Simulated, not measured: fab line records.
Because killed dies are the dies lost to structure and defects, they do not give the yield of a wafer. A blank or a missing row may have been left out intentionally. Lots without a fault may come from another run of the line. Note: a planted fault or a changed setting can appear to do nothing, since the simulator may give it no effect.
Shared-tool check | flow gf180mcu | 39 wafers sampled across 13 lots

## WHAT PROMPTED THE OPENING
At GF_V4_CD_MEAS_14 the reading cd nm is flagged on 2 of 13 lots. No-fault wafers: 260.0 nm, standard deviation 1.3.
Rule: a lot is flagged when every wafer of it that has a number lies more than 4 standard deviations from that mean, or none has a number. The rest of the lots are taken to be sound.

lot  | measured     | on        | cd nm (nm), wafer by wafer | flag
L123 | day 24 15:11 | cd sem-02 | 260.4 259.4 259.7          |
L124 | day 25 02:31 | cd sem-02 | 257.5 258.3 258.2          |
L125 | day 25 13:37 | cd sem-01 | 259.8 260.4 260.7          |
L127 | day 26 05:28 | cd sem-02 | 261.4 261.3 261.2          |
L128 | day 26 15:49 | cd sem-01 | 260.3 259.4 259.3          |
L130 | day 27 08:32 | cd sem-01 | 260.5 260.8 260.9          |
L137 | day 29 07:07 | cd sem-01 | 268.7 268.0 268.4          | FLAGGED
L138 | day 29 15:51 | cd sem-02 | 267.7 268.1 267.2          | FLAGGED
L141 | day 30 07:53 | cd sem-01 | 260.5 259.8 260.3          |
L142 | day 30 15:31 | cd sem-01 | 261.4 260.5 260.7          |
L143 | day 30 19:23 | cd sem-02 | 260.9 259.9 261.1          |
L144 | day 31 01:31 | cd sem-02 | 259.0 259.7 259.3          |
L145 | day 31 08:28 | cd sem-01 | 260.7 259.9 261.4          |
On average the flagged lots' numbers are 268.0 nm, which is +8.0 nm against the usual, or +6 standard deviations.

## TOOL THAT RAN EACH LOT
2 process steps preceding the reading are held in the record, out of 602 steps in the route. Cell contents, in order: the tool; ch with the chambers the sampled wafers went through; the start.
lot  | flag    | GF_V3_SPUTTER_22             | GF_V4_EXPOSE_11
L123 |         | pvd sputter-02, day 22 16:11 | krf scanner-02 ch 0, day 24 04:35
L124 |         | pvd sputter-03, day 23 04:08 | krf scanner-02 ch 0, day 24 15:43
L125 |         | pvd sputter-03, day 23 15:40 | krf scanner-01 ch 0, day 25 03:22
L127 |         | pvd sputter-03, day 24 08:22 | krf scanner-01 ch 0, day 25 19:17
L128 |         | pvd sputter-03, day 24 19:17 | krf scanner-01 ch 0, day 26 05:56
L130 |         | pvd sputter-01, day 25 11:52 | krf scanner-02 ch 0, day 26 22:43
L137 | FLAGGED | pvd sputter-01, day 27 13:58 | krf scanner-02 ch 0, day 28 21:40
L138 | FLAGGED | pvd sputter-01, day 27 23:13 | krf scanner-02 ch 0, day 29 06:27
L141 |         | pvd sputter-02, day 28 16:20 | krf scanner-01 ch 0, day 29 22:10
L142 |         | pvd sputter-02, day 29 00:28 | krf scanner-01 ch 0, day 30 07:12
L143 |         | pvd sputter-01, day 29 04:03 | krf scanner-01 ch 0, day 30 11:05
L144 |         | pvd sputter-02, day 29 10:28 | krf scanner-01 ch 0, day 30 16:35
L145 |         | pvd sputter-01, day 29 17:39 | krf scanner-01 ch 0, day 30 23:43
What the steps here do:
- GF_V3_SPUTTER_22: material TiN, target thk 10 nm, time 40 s.
- GF_V4_EXPOSE_11: exposes mask Via4, target cd 260 nm.
- GF_V4_CD_MEAS_14: target cd 260 nm.

## FLAGGED AGAINST TOTAL, ONE TOOL AT A TIME (gauges that did the reading follow at the end)
step             | tool           | lots run | flagged | share of the flagged lots | sound lots run after its first flagged lot
GF_V3_SPUTTER_22 | pvd sputter-01 | 5        | 2       | all                       | 2 (L143,L145)
GF_V3_SPUTTER_22 | pvd sputter-02 | 4        | 0       | none                      | -
GF_V3_SPUTTER_22 | pvd sputter-03 | 4        | 0       | none                      | -
GF_V4_EXPOSE_11  | krf scanner-01 | 8        | 0       | none                      | -
GF_V4_EXPOSE_11  | krf scanner-02 | 5        | 2       | all                       | 0
GF_V4_CD_MEAS_14 | cd sem-01      | 7        | 1       | some                      | 3 (L141,L142,L145)
GF_V4_CD_MEAS_14 | cd sem-02      | 6        | 1       | some                      | 2 (L143,L144)

## THE TABLE: WHAT IT ALLOWS
pvd sputter-01 at GF_V3_SPUTTER_22 and krf scanner-02 at GF_V4_EXPOSE_11 are the 2 rows of the table that ran each flagged lot.
- pvd sputter-01 at GF_V3_SPUTTER_22 ran 5 lots, 2 of them flagged. Lots that were sound ran on it after the first flagged one (L143, L145); a persistent fault on the entire tool would not allow that.
- krf scanner-02 at GF_V4_EXPOSE_11 ran 5 lots, 2 of them flagged. Last sound lot L130 at day 26 22:43, first flagged lot L137 at day 28 21:40; a fault beginning in between fits. Its own readings lie more than 4 standard deviations out on every wafer of the flagged lots: exposure dose mJ cm2.
Just one tool remains: krf scanner-02 at GF_V4_EXPOSE_11.

## WHAT THE SIMULATOR PUT IN
Drift in process parameters on krf scanner-02 at GF_V4_EXPOSE_11, starting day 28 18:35. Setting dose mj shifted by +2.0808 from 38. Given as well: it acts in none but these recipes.
Lots struck among those shown: L137, L138. The rule above reached the same finding.
